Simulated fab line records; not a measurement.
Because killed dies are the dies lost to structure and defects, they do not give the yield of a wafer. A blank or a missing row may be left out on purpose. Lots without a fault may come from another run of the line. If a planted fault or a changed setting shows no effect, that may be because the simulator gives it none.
What tool caused it? -- flow sky130 -- 33 wafers sampled from 11 lots at 1 step of a route of 708

== WHAT THE GAUGES READ, wafer by wafer ==
SKY_POLY_CUT_OVL_MEAS_09.
lot,measured,on,POLY_CUT_OVL (nm)
L506,day 24 07:37,overlay-01,-7 -12 -5
L508,day 25 06:26,overlay-02,-5 -6 -8
L509,day 25 13:56,overlay-01,4 1 -7
L512,day 26 09:26,overlay-02,1 1 5
L511,day 26 10:58,overlay-01,-3 -10 -4
L513,day 26 21:02,overlay-01,-8 -11 -3
L515,day 27 19:31,overlay-01,6 6 6
L523,day 30 12:29,overlay-01,2 -4 -6
L525,day 30 20:35,overlay-01,-5 -7 -6
L527,day 31 13:04,overlay-01,0 0 -1
L528,day 31 19:29,overlay-01,-3 -8 -7

== WHICH TOOL RAN EACH LOT (tool, then ch and the chambers of the sampled wafers, then the start) ==
Before these readings, the record contains no process step.

== THE ANSWER, worked out from the rows above alone ==
Rule: usual is defined by the lots themselves. Put in order of their means at a reading, lots are off if they are a third of the lots or fewer, leave a main group of 4 or more, and stand apart from it by a gap of 3 or more times the standard deviation of the main group's means; of several such gaps the widest counts. The tables above print the reading to a certain number of digits; a main group whose means all agree to those digits is not used. A lot without any number at a reading at which 4 lots or more have one is off too. Any other lot the step has rows for is counted as sound.
Nothing can be told from this: no lot is off at any reading shown.

== WHAT THE SIMULATOR HAD INSERTED ==
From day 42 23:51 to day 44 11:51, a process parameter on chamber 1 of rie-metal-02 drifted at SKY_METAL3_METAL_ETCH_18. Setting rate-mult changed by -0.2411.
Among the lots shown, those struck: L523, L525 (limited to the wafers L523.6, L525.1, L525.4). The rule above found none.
